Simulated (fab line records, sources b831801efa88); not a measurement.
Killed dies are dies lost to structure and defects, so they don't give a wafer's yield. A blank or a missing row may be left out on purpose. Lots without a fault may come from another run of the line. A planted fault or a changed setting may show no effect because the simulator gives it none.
Which tool did it? | flow gf180mcu | 14 lots, 42 wafers sampled, at 4 steps of a route of 602

WHAT THE GAUGES READ, wafer by wafer
GF_POLY_GATE_THK_MEAS_17.
lot  | measured     | on            | POLY_GATE_OXIDATION_THK (nm)
L747 | day 9 11:56  | film_metro-02 | 4.08 4.16 4.07
L749 | day 10 01:34 | film_metro-02 | 4.06 4.01 4.06
L750 | day 10 11:46 | film_metro-02 | 3.92 4.00 3.90
L751 | day 10 20:35 | film_metro-03 | 3.96 4.05 4.07
L752 | day 11 05:20 | film_metro-02 | 4.04 4.03 4.12
L753 | day 11 10:32 | film_metro-01 | 3.91 3.95 3.99
L754 | day 11 15:19 | film_metro-03 | 3.97 3.97 3.95
L759 | day 13 03:07 | film_metro-02 | 3.88 4.01 3.96
L760 | day 13 09:50 | film_metro-01 | 3.97 3.95 4.02
L762 | day 13 21:38 | film_metro-03 | 3.99 4.06 4.03
L765 | day 14 22:46 | film_metro-03 | 3.95 4.13 4.02
L766 | day 15 06:23 | film_metro-01 | 4.08 4.06 4.08
L768 | day 15 18:53 | film_metro-03 | 3.83 3.83 3.88
L769 | day 16 13:00 | film_metro-01 | 4.03 4.02 4.01

GF_HV_LDD_OVL_MEAS_20.
lot  | measured     | on         | HV_LDD_01_OVL (nm)
L747 | day 11 00:10 | overlay-01 | -0.6 0.4 -0.8
L749 | day 11 14:41 | overlay-02 | 1.7 4.1 2.0
L750 | day 12 01:22 | overlay-01 | 2.4 1.2 1.5
L751 | day 12 11:35 | overlay-02 | -1.5 -0.9 -1.4
L752 | day 12 20:20 | overlay-02 | -0.2 -1.4 -2.1
L753 | day 13 02:47 | overlay-02 | 1.3 1.3 0.7
L754 | day 13 07:46 | overlay-02 | 1.2 2.2 1.9
L759 | day 14 20:04 | overlay-01 | -1.5 -2.4 -1.5
L760 | day 15 04:02 | overlay-01 | 0.5 -0.8 0.4
L762 | day 15 16:43 | overlay-02 | 1.8 1.8 1.2
L765 | day 16 19:08 | overlay-02 | -0.9 -1.8 -2.5
L766 | day 17 02:47 | overlay-01 | 2.5 2.7 2.4
L768 | day 17 14:56 | overlay-01 | -1.3 0.4 -1.9
L769 | day 18 10:19 | overlay-02 | 1.5 0.2 1.8

WHICH TOOL RAN EACH LOT (tool, then ch and the chambers of the sampled wafers, then the start)
lot  | GF_NWELL_SOFTBAKE_03             | GF_VT_IMPLANT_SOFTBAKE_14
L747 | litho_track-01 ch 0, day 3 05:44 | litho_track-01 ch 0, day 6 03:49
L749 | litho_track-03 ch 0, day 3 15:43 | litho_track-04 ch 0, day 6 15:03
L750 | litho_track-01 ch 0, day 3 23:28 | litho_track-03 ch 0, day 7 00:37
L751 | litho_track-03 ch 0, day 4 05:59 | litho_track-03 ch 0, day 7 06:46
L752 | litho_track-03 ch 0, day 4 09:43 | litho_track-04 ch 0, day 7 12:03
L753 | litho_track-03 ch 0, day 4 15:59 | litho_track-03 ch 0, day 7 19:31
L754 | litho_track-03 ch 0, day 4 20:25 | litho_track-04 ch 0, day 8 00:36
L759 | litho_track-01 ch 0, day 5 20:40 | litho_track-03 ch 0, day 9 04:55
L760 | litho_track-03 ch 0, day 6 03:07 | litho_track-03 ch 0, day 9 12:07
L762 | litho_track-01 ch 0, day 6 14:55 | litho_track-01 ch 0, day 10 00:58
L765 | litho_track-01 ch 0, day 7 07:25 | litho_track-03 ch 0, day 10 22:10
L766 | litho_track-04 ch 0, day 7 14:00 | litho_track-03 ch 0, day 11 04:07
L768 | litho_track-01 ch 0, day 7 21:44 | litho_track-03 ch 0, day 11 15:32
L769 | litho_track-03 ch 0, day 8 09:16 | litho_track-01 ch 0, day 12 02:40
- GF_NWELL_SOFTBAKE_03
- GF_VT_IMPLANT_SOFTBAKE_14: time 61.43 s.

WHAT THE TOOLS THEMSELVES READ (means of the sampled wafers that have a number; where no wafer has one, the mark that the record gives instead)
GF_NWELL_SOFTBAKE_03.
lot  | tool           | exhaust_pa (Pa) | heater_power_total_W (W) | plate_temp_C (C)
L747 | litho_track-01 | 45.0            | 65.37                    | 110.10
L749 | litho_track-03 | 45.1            | 65.34                    | 110.00
L750 | litho_track-01 | 43.9            | 65.41                    | 109.87
L751 | litho_track-03 | 44.4            | 65.22                    | 109.92
L752 | litho_track-03 | 44.3            | 65.33                    | 110.08
L753 | litho_track-03 | 44.5            | 65.36                    | 110.05
L754 | litho_track-03 | 44.1            | 63.78                    | 108.15
L759 | litho_track-01 | 45.7            | 65.33                    | 109.96
L760 | litho_track-03 | 44.7            | 63.78                    | 108.22
L762 | litho_track-01 | 44.9            | 65.38                    | 110.02
L765 | litho_track-01 | 45.0            | 65.15                    | 109.97
L766 | litho_track-04 | 45.0            | 65.37                    | 110.06
L768 | litho_track-01 | 44.1            | 65.17                    | 109.98
L769 | litho_track-03 | 45.4            | 65.42                    | 109.91

GF_VT_IMPLANT_SOFTBAKE_14.
lot  | tool           | exhaust_pa (Pa) | heater_power_total_W (W) | plate_sensor_t_centre_C (C) | plate_sensor_t_edge_C (C)
L747 | litho_track-01 | 43.7            | 56.60                    | 90.753                      | 90.827
L749 | litho_track-04 | 46.0            | 56.63                    | 90.756                      | 90.834
L750 | litho_track-03 | 43.9            | 56.66                    | 90.763                      | 90.826
L751 | litho_track-03 | 45.4            | 56.63                    | 90.759                      | 90.826
L752 | litho_track-04 | 45.5            | 56.62                    | 90.753                      | 90.818
L753 | litho_track-03 | 44.6            | 56.60                    | 90.762                      | 90.826
L754 | litho_track-04 | 43.8            | 56.64                    | 90.759                      | 90.833
L759 | litho_track-03 | 44.4            | 56.61                    | 90.762                      | 90.831
L760 | litho_track-03 | 44.8            | 56.66                    | 90.757                      | 90.835
L762 | litho_track-01 | 44.7            | 56.64                    | 90.759                      | 90.830
L765 | litho_track-03 | 46.0            | 56.60                    | 90.748                      | 90.826
L766 | litho_track-03 | 44.5            | 56.59                    | 90.762                      | 90.825
L768 | litho_track-03 | 44.5            | 56.65                    | 90.766                      | 90.823
L769 | litho_track-01 | 45.4            | 56.64                    | 90.757                      | 90.838

THE ANSWER, worked out from the rows above alone
Rule: what is usual is taken from the lots themselves. Put in order of their means at a reading, lots are off if they are a third of the lots or fewer, leave a main group of 4 or more, and stand apart from it by a gap of 3 or more times the standard deviation of the main group's means; of several such gaps the widest counts. A main group whose means are all the same, to the digits that the tables above print for the reading, isn't used. A lot without any number at a reading at which 4 lots or more have one is off too. The other lots that the step has rows for count as sound. The gauges are gone through in route order, then the tools' own readings, and for those a lot's mean is taken as printed above. The first step at which some lot is off is used, and at that step the reading that is off furthest; a lot without a number counts as furthest.
Off: L754, L760, at GF_NWELL_SOFTBAKE_03 (plate_temp_C). The main group: mean 109.99 C, standard deviation 0.069.
A tool fits if, at that step or a process step before it, it ran every lot that is off, and no sound lot after the first of them. None of those tried fits.

WHAT THE SIMULATOR HAD PUT IN
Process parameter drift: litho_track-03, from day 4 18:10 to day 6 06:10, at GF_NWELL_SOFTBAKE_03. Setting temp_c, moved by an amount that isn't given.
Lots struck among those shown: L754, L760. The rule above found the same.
